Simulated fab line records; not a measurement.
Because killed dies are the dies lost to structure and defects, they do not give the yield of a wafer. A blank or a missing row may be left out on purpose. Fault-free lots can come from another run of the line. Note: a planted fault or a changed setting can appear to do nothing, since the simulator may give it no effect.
What tool caused it? :: flow gf180mcu :: 12 lots with 36 wafers sampled at 7 steps, on a route of 602 steps

## WHAT THE GAUGES READ, wafer by wafer
GF_HV_LDD_CD_MEAS_19: the cd target is 400 nm.
lot: L711
measured: day 11 13:01
on: cd_sem-02
cd_nm (nm): 402.1 402.3 402.5

lot: L713
measured: day 12 02:32
on: cd_sem-01
cd_nm (nm): 400.0 399.7 400.7

lot: L717
measured: day 13 08:35
on: cd_sem-01
cd_nm (nm): - - -

lot: L720
measured: day 14 06:21
on: cd_sem-01
cd_nm (nm): 399.2 398.9 401.1

lot: L721
measured: day 14 15:10
on: cd_sem-02
cd_nm (nm): 399.8 401.5 399.4

lot: L724
measured: day 15 16:33
on: cd_sem-01
cd_nm (nm): 404.7 402.5 402.7

lot: L726
measured: day 16 06:24
on: cd_sem-01
cd_nm (nm): 402.3 402.5 403.2

lot: L727
measured: day 16 17:48
on: cd_sem-02
cd_nm (nm): 397.6 397.7 396.1

lot: L729
measured: day 17 04:05
on: cd_sem-02
cd_nm (nm): 397.6 396.6 398.1

lot: L730
measured: day 17 08:46
on: cd_sem-02
cd_nm (nm): 401.7 402.3 401.8

lot: L731
measured: day 17 17:45
on: cd_sem-02
cd_nm (nm): 400.5 399.8 401.1

lot: L732
measured: day 17 23:19
on: cd_sem-02
cd_nm (nm): 398.6 397.5 399.9

GF_HV_LDD_TW_MEAS_23.
lot: L711
measured: day 11 13:25
on: film_metro-01
HV_LDD_2_TW: 1060 1056 1057

lot: L713
measured: day 12 02:56
on: film_metro-01
HV_LDD_2_TW: 1074 1070 1069

lot: L717
measured: day 13 08:59
on: film_metro-04
HV_LDD_2_TW: 30 30 30

lot: L720
measured: day 14 06:46
on: film_metro-02
HV_LDD_2_TW: 1050 1048 1052

lot: L721
measured: day 14 15:34
on: film_metro-02
HV_LDD_2_TW: 1044 1048 1045

lot: L724
measured: day 15 16:58
on: film_metro-04
HV_LDD_2_TW: 1038 1035 1033

lot: L726
measured: day 16 06:49
on: film_metro-01
HV_LDD_2_TW: 1058 1056 1060

lot: L727
measured: day 16 18:13
on: film_metro-02
HV_LDD_2_TW: 1058 1051 1049

lot: L729
measured: day 17 04:29
on: film_metro-01
HV_LDD_2_TW: 1058 1060 1060

lot: L730
measured: day 17 09:10
on: film_metro-01
HV_LDD_2_TW: 1057 1052 1052

lot: L731
measured: day 17 18:10
on: film_metro-01
HV_LDD_2_TW: 1055 1057 1057

lot: L732
measured: day 17 23:42
on: film_metro-02
HV_LDD_2_TW: 1052 1050 1054

GF_HV_LDD_TW_MEAS_50.
lot: L711
measured: day 13 04:19
on: film_metro-01
HV_LDD_4_TW: 573 574 574

lot: L713
measured: day 13 18:18
on: film_metro-02
HV_LDD_4_TW: 571 573 572

lot: L717
measured: day 15 02:41
on: film_metro-01
HV_LDD_4_TW: 1111 1108 1114

lot: L720
measured: day 16 02:40
on: film_metro-01
HV_LDD_4_TW: 577 572 572

lot: L721
measured: day 16 12:28
on: film_metro-01
HV_LDD_4_TW: 574 570 574

lot: L724
measured: day 17 15:19
on: film_metro-01
HV_LDD_4_TW: 570 568 570

lot: L726
measured: day 18 06:26
on: film_metro-02
HV_LDD_4_TW: 563 562 561

lot: L727
measured: day 18 17:49
on: film_metro-02
HV_LDD_4_TW: 563 567 562

lot: L729
measured: day 19 04:29
on: film_metro-02
HV_LDD_4_TW: 566 562 566

lot: L730
measured: day 19 08:04
on: film_metro-02
HV_LDD_4_TW: 568 570 569

lot: L731
measured: day 19 21:25
on: film_metro-04
HV_LDD_4_TW: 564 562 563

lot: L732
measured: day 20 00:50
on: film_metro-04
HV_LDD_4_TW: 562 564 563

GF_SAB_OVL_MEAS_10.
lot: L711
measured: day 16 02:41
on: overlay-01
SAB_OVL (nm): 2.2 0.5 0.9

lot: L713
measured: day 16 13:44
on: overlay-01
SAB_OVL (nm): 0.0 -1.3 -2.1

lot: L720
measured: day 19 05:37
on: overlay-02
SAB_OVL (nm): -1.4 1.9 1.7

lot: L721
measured: day 19 13:56
on: overlay-01
SAB_OVL (nm): 1.3 -0.1 -0.8

lot: L724
measured: day 20 18:12
on: overlay-02
SAB_OVL (nm): -0.5 0.8 1.0

lot: L726
measured: day 21 08:20
on: overlay-02
SAB_OVL (nm): 0.2 -0.9 -0.7

lot: L727
measured: day 21 22:06
on: overlay-01
SAB_OVL (nm): 0.1 1.3 0.3

lot: L729
measured: day 22 07:41
on: overlay-01
SAB_OVL (nm): -0.5 0.1 1.1

lot: L730
measured: day 22 11:33
on: overlay-01
SAB_OVL (nm): -0.3 1.0 -0.1

lot: L731
measured: day 23 01:35
on: overlay-01
SAB_OVL (nm): -0.3 -1.0 -1.5

lot: L732
measured: day 23 03:22
on: overlay-02
SAB_OVL (nm): 1.6 2.2 3.1

GF_M1_THK_MEAS_06: measures by xrf.
lot: L711
measured: day 17 04:19
on: film_metro-04
M1_ALCU_THK (nm): 441 443 446

lot: L713
measured: day 17 16:35
on: film_metro-02
M1_ALCU_THK (nm): 444 443 447

lot: L720
measured: day 20 08:51
on: film_metro-03
M1_ALCU_THK (nm): 443 447 443

lot: L721
measured: day 20 17:11
on: film_metro-04
M1_ALCU_THK (nm): 450 454 453

lot: L724
measured: day 21 21:27
on: film_metro-03
M1_ALCU_THK (nm): 445 443 447

lot: L726
measured: day 22 10:46
on: film_metro-04
M1_ALCU_THK (nm): 453 451 451

lot: L727
measured: day 23 00:38
on: film_metro-02
M1_ALCU_THK (nm): 441 438 444

lot: L729
measured: day 23 09:44
on: film_metro-02
M1_ALCU_THK (nm): 444 446 447

lot: L730
measured: day 23 13:59
on: film_metro-02
M1_ALCU_THK (nm): 455 452 453

lot: L731
measured: day 24 03:28
on: film_metro-03
M1_ALCU_THK (nm): 452 455 457

lot: L732
measured: day 24 05:23
on: film_metro-04
M1_ALCU_THK (nm): 446 443 442

## WHICH TOOL RAN EACH LOT (tool, then ch and the chambers of the sampled wafers, then the start)
lot: L711
GF_DNWELL_STRIP_08: plasma_asher-04 ch 0,1, day 3 05:04
GF_HV_LDD_EXPOSE_16: iline_stepper-01 ch 0, day 11 03:35

lot: L713
GF_DNWELL_STRIP_08: plasma_asher-04 ch 0,1, day 3 16:08
GF_HV_LDD_EXPOSE_16: iline_stepper-02 ch 0, day 11 17:32

lot: L717
GF_DNWELL_STRIP_08: plasma_asher-04 ch 0,1, day 4 13:04
GF_HV_LDD_EXPOSE_16: iline_stepper-01 ch 0, day 12 23:01

lot: L720
GF_DNWELL_STRIP_08: plasma_asher-02 ch 0,1, day 5 05:22
GF_HV_LDD_EXPOSE_16: iline_stepper-01 ch 0, day 13 20:28

lot: L721
GF_DNWELL_STRIP_08: plasma_asher-04 ch 0,1, day 5 10:22
GF_HV_LDD_EXPOSE_16: iline_stepper-01 ch 0, day 14 04:46

lot: L724
GF_DNWELL_STRIP_08: plasma_asher-04 ch 0,1, day 6 01:52
GF_HV_LDD_EXPOSE_16: iline_stepper-01 ch 0, day 15 06:02

lot: L726
GF_DNWELL_STRIP_08: plasma_asher-02 ch 0,1, day 6 13:34
GF_HV_LDD_EXPOSE_16: iline_stepper-02 ch 0, day 15 19:00

lot: L727
GF_DNWELL_STRIP_08: plasma_asher-04 ch 1, day 6 19:55
GF_HV_LDD_EXPOSE_16: iline_stepper-01 ch 0, day 16 06:29

lot: L729
GF_DNWELL_STRIP_08: plasma_asher-04 ch 0,1, day 7 05:04
GF_HV_LDD_EXPOSE_16: iline_stepper-02 ch 0, day 16 16:10

lot: L730
GF_DNWELL_STRIP_08: plasma_asher-02 ch 0,1, day 7 10:26
GF_HV_LDD_EXPOSE_16: iline_stepper-02 ch 0, day 16 21:12

lot: L731
GF_DNWELL_STRIP_08: plasma_asher-04 ch 0,1, day 7 15:19
GF_HV_LDD_EXPOSE_16: iline_stepper-01 ch 0, day 17 06:07

lot: L732
GF_DNWELL_STRIP_08: plasma_asher-02 ch 0,1, day 7 20:49
GF_HV_LDD_EXPOSE_16: iline_stepper-01 ch 0, day 17 11:35
- GF_DNWELL_STRIP_08: strips in O2/N2.
- GF_HV_LDD_EXPOSE_16: exposes mask Pplus LV AREA, target cd 400 nm.

## WHAT THE TOOLS THEMSELVES READ (means of the sampled wafers that have a number; where no wafer has one, the mark that the record gives instead)
GF_DNWELL_STRIP_08.
lot: L711
tool: plasma_asher-04
drypump_motor_current_A (A): 5.80
heater_power_w (W): 356
oes_product_au (a.u.): 0.718
strip_time_to_endpoint_s (s): 36.97

lot: L713
tool: plasma_asher-04
drypump_motor_current_A (A): 5.78
heater_power_w (W): 347
oes_product_au (a.u.): 0.726
strip_time_to_endpoint_s (s): 36.68

lot: L717
tool: plasma_asher-04
drypump_motor_current_A (A): 5.78
heater_power_w (W): 348
oes_product_au (a.u.): 0.721
strip_time_to_endpoint_s (s): 37.10

lot: L720
tool: plasma_asher-02
drypump_motor_current_A (A): 5.70
heater_power_w (W): 351
oes_product_au (a.u.): 0.721
strip_time_to_endpoint_s (s): 36.95

lot: L721
tool: plasma_asher-04
drypump_motor_current_A (A): 5.80
heater_power_w (W): 350
oes_product_au (a.u.): 0.725
strip_time_to_endpoint_s (s): 36.96

lot: L724
tool: plasma_asher-04
drypump_motor_current_A (A): 5.78
heater_power_w (W): 346
oes_product_au (a.u.): 0.727
strip_time_to_endpoint_s (s): 37.04

lot: L726
tool: plasma_asher-02
drypump_motor_current_A (A): 5.61
heater_power_w (W): 344
oes_product_au (a.u.): 0.725
strip_time_to_endpoint_s (s): 36.89

lot: L727
tool: plasma_asher-04
drypump_motor_current_A (A): 5.74
heater_power_w (W): 341
oes_product_au (a.u.): 0.724
strip_time_to_endpoint_s (s): 37.12

lot: L729
tool: plasma_asher-04
drypump_motor_current_A (A): 5.80
heater_power_w (W): 350
oes_product_au (a.u.): 0.722
strip_time_to_endpoint_s (s): 36.87

lot: L730
tool: plasma_asher-02
drypump_motor_current_A (A): 5.71
heater_power_w (W): 344
oes_product_au (a.u.): 0.720
strip_time_to_endpoint_s (s): 37.01

lot: L731
tool: plasma_asher-04
drypump_motor_current_A (A): 5.80
heater_power_w (W): 359
oes_product_au (a.u.): 0.721
strip_time_to_endpoint_s (s): 36.95

lot: L732
tool: plasma_asher-02
drypump_motor_current_A (A): 5.71
heater_power_w (W): 348
oes_product_au (a.u.): 0.724
strip_time_to_endpoint_s (s): 36.91

## THE ANSWER, worked out from the rows above alone
Rule: what is usual is taken from the lots themselves. Put in order of their means at a reading, lots are off if they are a third of the lots or fewer, leave a main group of 4 or more, and stand apart from it by a gap of 3 or more times the standard deviation of the main group's means; of several such gaps the widest counts. A main group is skipped when, at the precision printed for the reading in the tables above, its means are all equal. A lot without any number at a reading at which 4 lots or more have one is off too. The other lots that the step has rows for count as sound. First the gauges in route order, then the tools' own readings, where a lot's mean is used as printed above. At the first step where some lot is off, the reading lying furthest off is the one used; lots without a number count as furthest.
Off at GF_HV_LDD_CD_MEAS_19 (cd_nm): L717. Without a number there: L717. Main group: mean 400.4 nm, sd 2.
A tool fits if, at a process step before that reading, it ran every lot that is off, and no sound lot after the first of them. The gauges at GF_HV_LDD_CD_MEAS_19 aren't tried: what is off there is off at GF_HV_LDD_TW_MEAS_23 too, on other tools, and a gauge's error can't cause that. Not one of the candidates tried fits.

## WHAT WAS PUT IN BY THE SIMULATOR
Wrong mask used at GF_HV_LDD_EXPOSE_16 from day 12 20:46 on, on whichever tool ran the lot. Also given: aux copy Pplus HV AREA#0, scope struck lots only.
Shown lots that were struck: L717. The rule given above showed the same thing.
